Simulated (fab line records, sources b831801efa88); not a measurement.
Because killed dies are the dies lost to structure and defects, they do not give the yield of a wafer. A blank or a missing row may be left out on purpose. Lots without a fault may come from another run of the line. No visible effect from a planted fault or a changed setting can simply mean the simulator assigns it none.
A struck lot beside a sound one | flow gf180mcu | 14 out of 602 route steps
Sound: wafers L754.3, L754.4, L754.5. The struck wafers were L751.2, L751.4, L751.6. The cause comes at the end.
Each step with rows lists, per side, the tool, then ch with its chambers, then its first start. Under that, the readings that differ: sound wafers | struck wafers | difference of the means | sigmas: that difference in standard deviations of wafers without a fault.
alike: readings whose means differ by less than 2 such deviations, and words and numbers that are the same on both sides. not compared: withheld readings, readings that some wafer has no value for, bounds like >300 that may hide the same value, and numbers for which the record gives no deviation and whose values overlap.
Wherever a step has rows on one side only, a row that says differs or no value, or a row with sigmas, the two part there. Non-overlapping numbers with no deviation appear without sigmas and do not part them. A reading that every wafer of one side lacks parts them only if that side has two wafers or more.

first, 8 steps without rows for these wafers: GF_V5_DEHYDRATE_06 (time 60 s); GF_V5_HMDS_07 (prime time 60 s); GF_V5_COAT_08; GF_V5_COAT_09 (resist thk 1000 nm); GF_V5_SOFTBAKE_10 (time 60 s); GF_V5_EXPOSE_11 (exposes mask Via5, target cd 260 nm); GF_V5_PEB_12 (peb time 90 s); GF_V5_DEVELOP_13 (develop time 60 s).
GF_V5_CD_MEAS_14 targets a cd of 260 nm.
  sound on cd sem-02, day 33 03:17; struck on cd sem-02, day 32 11:07
  alike: cd nm
GF_V5_OVL_MEAS_15:
  sound on overlay-02, day 33 03:22; struck on overlay-01, day 32 11:13
  alike: V5_OVL
GF_V5_ETCH_16: etches BARC in N2/H2.
  sound on rie diel-01 ch 0,3, day 33 03:23; struck on rie diel-04 ch 0,1, day 32 11:14
  alike: bias w, drypump motor current A, oes product au, throttle valve pct
GF_V5_ETCH_17: etches SiO2 in C4F8/O2/Ar, stops on TiN, target depth 855 nm.
  sound: rie diel-01 ch 0,3; struck: rie diel-04 ch 0,1
  alike: bias w, oes product au
GF_V5_STRIP_18: strips in O2/N2.
  sound on plasma asher-01 ch 0,1, day 33 03:35; struck on plasma asher-01 ch 0,1, day 32 11:24
  no value came back on the struck wafers for chamber pressure mTorr (mTorr), drypump motor current A (A), heater power w (W), oes product au (a.u.); on the sound wafers chamber pressure mTorr (mTorr) reads 1497.4 1499.2 1499.4
  not compared: rf hours counter h
then, 1 step without rows for these wafers: GF_V5_STRIP_19 (strips in post etch residue remover, time 1200 s).

## WHERE THEY PART
Within this record, at GF_V5_STRIP_18 only.

WHY: what had been put in by the simulator
Beginning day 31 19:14, the whole step at GF_V5_STRIP_18 was skipped on plasma asher-01. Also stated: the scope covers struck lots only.
